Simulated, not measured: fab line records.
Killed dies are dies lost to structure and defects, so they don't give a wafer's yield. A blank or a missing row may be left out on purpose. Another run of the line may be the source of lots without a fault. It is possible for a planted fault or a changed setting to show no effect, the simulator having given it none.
Chamber matching -- flow sky130 -- SKY_PASSIVATION_ETCH_11 on rie-diel-01: 4 sister chambers
The step etches the open film in CF4/O2, stops on AlCu, target depth 725 nm, time 161.1 s. 22 wafers are shown with their chamber, then 11 later ones without.

== EACH WAFER AND ITS CHAMBER ==
wafer,chamber,drypump-motor-current-A (A),oes-product-au (a.u.),throttle-valve-pct (%)
L076.1,2,5.9,0.972,5.954
L076.2,3,5.5,0.967,5.956
L076.3,0,6.2,0.986,5.950
L076.4,1,6.2,0.985,5.963
L076.5,0,6.2,0.992,5.961
L076.6,3,5.5,0.971,5.968
L078.1,0,6.2,0.985,5.960
L078.2,1,6.2,0.979,5.985
L078.5,0,6.2,0.988,5.969
L081.1,3,5.5,0.966,5.963
L081.2,2,5.9,0.981,5.950
L081.3,0,6.2,0.974,5.950
L081.4,1,6.2,0.977,5.967
L081.5,1,6.2,0.988,5.970
L081.6,0,6.2,0.984,5.967
L082.3,2,6.0,0.977,5.965
L082.4,1,6.2,0.979,5.961
L082.5,2,6.0,0.977,5.966
L085.1,0,6.2,0.972,5.970
L085.3,3,5.5,0.970,5.968
L085.5,0,6.2,0.991,5.973
L088.2,2,6.0,0.974,5.965

SIGNATURES (averages over the wafers above)
reading,chamber 0,chamber 1,chamber 2,chamber 3,scatter within a chamber
drypump-motor-current-A,6.200,6.200,5.960,5.500,0.0258
oes-product-au,0.98400,0.98160,0.97620,0.96850,0.00542
throttle-valve-pct,5.96250,5.96920,5.96000,5.96375,0.00826
Rule: for a wafer and a chamber, the distance is found by dividing, reading by reading, the gap between the wafer's reading and the chamber's mean by the reading's scatter, squaring, summing and taking the root. If the next closest chamber is less than 2 further off than the closest, the wafer can't be placed; otherwise it belongs to the closest. The scatter: the root of (the sum of the squares of (reading less its chamber's mean) over the shown wafers, divided by (wafers less chambers)).

== WAFERS MISSING THEIR CHAMBER ==
wafer,drypump-motor-current-A (A),oes-product-au (a.u.),throttle-valve-pct (%)
L088.4,6.3,0.980,5.979
L088.5,6.2,0.973,5.972
L092.3,6.3,0.981,5.976
L092.4,6.2,0.979,5.955
L092.6,6.0,0.983,5.987
L093.1,6.0,0.966,5.982
L093.5,6.2,0.968,5.962
L093.6,6.2,0.973,5.966
L097.1,5.5,0.977,5.968
L097.3,5.9,0.987,5.954
L097.6,6.0,0.984,5.958

== WHICH CHAMBER EACH WENT THROUGH ==
wafer,from the rows above,in truth
L088.4,can't be placed: 1 or 0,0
L088.5,can't be placed: 1 or 0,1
L092.3,can't be placed: 1 or 0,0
L092.4,can't be placed: 0 or 1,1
L092.6,2,2
L093.1,2,2
L093.5,can't be placed: 1 or 0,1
L093.6,can't be placed: 1 or 0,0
L097.1,3,3
L097.3,2,2
L097.6,2,2
Correctly placed: 5 of 11. Unplaceable from these rows: 6, with the true chamber sitting among the candidates in 6. Placed wrongly: 0.
